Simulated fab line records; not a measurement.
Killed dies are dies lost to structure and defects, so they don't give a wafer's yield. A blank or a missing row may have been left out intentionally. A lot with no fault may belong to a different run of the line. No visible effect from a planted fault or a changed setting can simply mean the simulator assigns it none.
Which tool is to blame? | flow sky130 | route of 708 steps, sampled at 1 step: 6 lots, 18 wafers

WHAT THE GAUGES SHOWED, per wafer
SKY_NWELL_OVL_MEAS_23.
lot  | measured     | on         | NWELL_01_OVL (nm)
L852 | day 5 22:39  | overlay-01 | 0.1 -1.4 -0.6
L856 | day 6 17:03  | overlay-01 | 1.7 0.6 0.0
L858 | day 7 09:38  | overlay-01 | -0.6 -0.7 -2.7
L860 | day 7 14:44  | overlay-01 | -3.0 -2.2 -2.5
L863 | day 8 13:34  | overlay-01 | 0.3 1.5 -0.3
L871 | day 11 06:23 | overlay-02 | -1.0 0.1 -1.9

WHAT TOOL EACH LOT RAN ON (gives the tool, then ch and the chambers of the sampled wafers, and finally the start)
Before these readings, the record contains no process step.

THE ANSWER, worked out from the rows above alone
Rule: usual is defined by the lots themselves. Put in order of their means at a reading, lots are off if they are a third of the lots or fewer, leave a main group of 4 or more, and stand apart from it by a gap of 3 or more times the standard deviation of the main group's means; of several such gaps the widest counts. If all means in a main group match to the digits the tables above print for the reading, that group is not used. Also off: a lot with no number at a reading for which 4 or more lots have one. Where the step has rows for the other lots, those lots are counted as sound.
Across all readings shown, no lot is off: no conclusion can be drawn from this.

WHAT HAD BEEN PUT IN BY THE SIMULATOR
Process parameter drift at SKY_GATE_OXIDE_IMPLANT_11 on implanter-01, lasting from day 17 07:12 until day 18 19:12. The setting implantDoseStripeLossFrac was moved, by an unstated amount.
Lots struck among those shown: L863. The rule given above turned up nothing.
